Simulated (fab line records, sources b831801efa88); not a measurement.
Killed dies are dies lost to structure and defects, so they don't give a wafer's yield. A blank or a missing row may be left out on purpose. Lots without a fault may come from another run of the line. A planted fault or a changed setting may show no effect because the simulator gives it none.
Which tool did it? | flow gf180mcu | 13 lots, 39 wafers sampled, at 3 steps of a route of 602

WHAT THE GAUGES READ, wafer by wafer
GF_V4_RS_MEAS_24: measures by four-point-probe. Usual: V4_W_RS 0.329 ohm/sq, standard deviation 0.0045.
lot  | measured     | on            | V4_W_RS (ohm/sq)  | flag
L752 | day 24 19:05 | film_metro-01 | 0.328 0.329 0.328 |
L754 | day 25 20:57 | film_metro-04 | 0.328 0.322 0.327 |
L755 | day 26 00:51 | film_metro-02 | 0.335 0.330 0.339 |
L756 | day 26 11:19 | film_metro-01 | 0.336 0.336 0.330 |
L758 | day 26 19:07 | film_metro-02 | 0.324 0.332 0.327 |
L759 | day 26 22:58 | film_metro-02 | 0.328 0.330 0.331 |
L760 | day 27 12:43 | film_metro-02 | 0.326 0.328 0.332 |
L761 | day 27 23:02 | film_metro-01 | 0.322 0.318 0.328 |
L762 | day 28 06:55 | film_metro-02 | 0.337 0.334 0.331 |
L768 | day 29 13:36 | film_metro-01 | 0.332 0.333 0.330 |
L769 | day 30 04:46 | film_metro-02 | 0.331 0.329 0.327 |
L770 | day 30 13:03 | film_metro-01 | 0.328 0.331 0.324 |
L772 | day 31 00:38 | film_metro-02 | 0.330 0.329 0.331 |

WHICH TOOL RAN EACH LOT (tool, then ch and the chambers of the sampled wafers, then the start)
lot  | GF_V2_CVD_23                  | GF_V4_CVD_23
L752 | cvd_w-02 ch 0,1, day 20 16:20 | cvd_w-01 ch 0, day 24 18:57
L754 | cvd_w-02 ch 0,1, day 21 20:26 | cvd_w-02 ch 0,1, day 25 20:50
L755 | cvd_w-01 ch 0,1, day 22 02:44 | cvd_w-01 ch 0,1, day 26 00:44
L756 | cvd_w-02 ch 0,1, day 22 13:50 | cvd_w-01 ch 0,1, day 26 11:11
L758 | cvd_w-02 ch 0,1, day 22 22:59 | cvd_w-02 ch 0,1, day 26 19:00
L759 | cvd_w-02 ch 0,1, day 23 03:48 | cvd_w-02 ch 0,1, day 26 22:50
L760 | cvd_w-01 ch 1, day 23 17:40   | cvd_w-02 ch 0,1, day 27 12:36
L761 | cvd_w-02 ch 0,1, day 24 06:25 | cvd_w-02 ch 0,1, day 27 22:55
L762 | cvd_w-02 ch 0,1, day 24 13:05 | cvd_w-02 ch 0,1, day 28 06:47
L768 | cvd_w-02 ch 0,1, day 25 23:53 | cvd_w-01 ch 0,1, day 29 13:28
L769 | cvd_w-02 ch 0,1, day 26 15:54 | cvd_w-01 ch 0,1, day 30 04:39
L770 | cvd_w-02 ch 0,1, day 27 01:13 | cvd_w-02 ch 0,1, day 30 12:56
L772 | cvd_w-01 ch 0, day 27 12:54   | cvd_w-01 ch 0,1, day 31 00:32
- GF_V2_CVD_23: deposits W, target thk 350 nm, time 104.94 s.
- GF_V4_CVD_23: deposits W, target thk 350 nm, time 104.9 s.

WHAT THE TOOLS THEMSELVES READ (means of the sampled wafers that have a number; where no wafer has one, the mark that the record gives instead)
GF_V2_CVD_23. Usual: heater_power_w 800 W, standard deviation 82.
lot  | tool     | heater_power_w (W) | flag
L752 | cvd_w-02 | 879                |
L754 | cvd_w-02 | 823                |
L755 | cvd_w-01 | 732                |
L756 | cvd_w-02 | 824                |
L758 | cvd_w-02 | 871                |
L759 | cvd_w-02 | 877                |
L760 | cvd_w-01 | 725                |
L761 | cvd_w-02 | 873                |
L762 | cvd_w-02 | 872                |
L768 | cvd_w-02 | 866                |
L769 | cvd_w-02 | 873                |
L770 | cvd_w-02 | 881                |
L772 | cvd_w-01 | 725                |

GF_V4_CVD_23. Usual: heater_power_w 804 W, standard deviation 79.
lot  | tool     | heater_power_w (W) | flag
L752 | cvd_w-01 | 725                |
L754 | cvd_w-02 | 868                |
L755 | cvd_w-01 | 749                |
L756 | cvd_w-01 | 742                |
L758 | cvd_w-02 | 842                |
L759 | cvd_w-02 | 861                |
L760 | cvd_w-02 | 833                |
L761 | cvd_w-02 | 829                |
L762 | cvd_w-02 | 869                |
L768 | cvd_w-01 | 729                |
L769 | cvd_w-01 | 743                |
L770 | cvd_w-02 | 826                |
L772 | cvd_w-01 | 745                |

THE ANSWER, worked out from the rows above alone
Rule: a lot is off if the mean of its wafers that have a number lies more than 3 standard deviations from the usual mean. A lot without any number at a reading at which 4 lots or more have one is off too. The other lots that the step has rows for count as sound. The gauges are gone through in route order, then the tools' own readings, and for those a lot's mean is taken as printed above. The first step at which some lot is off is used, and at that step the reading that is off furthest; a lot without a number counts as furthest.
No lot is off at any reading shown: from this, nothing can be told.

WHAT THE SIMULATOR HAD PUT IN
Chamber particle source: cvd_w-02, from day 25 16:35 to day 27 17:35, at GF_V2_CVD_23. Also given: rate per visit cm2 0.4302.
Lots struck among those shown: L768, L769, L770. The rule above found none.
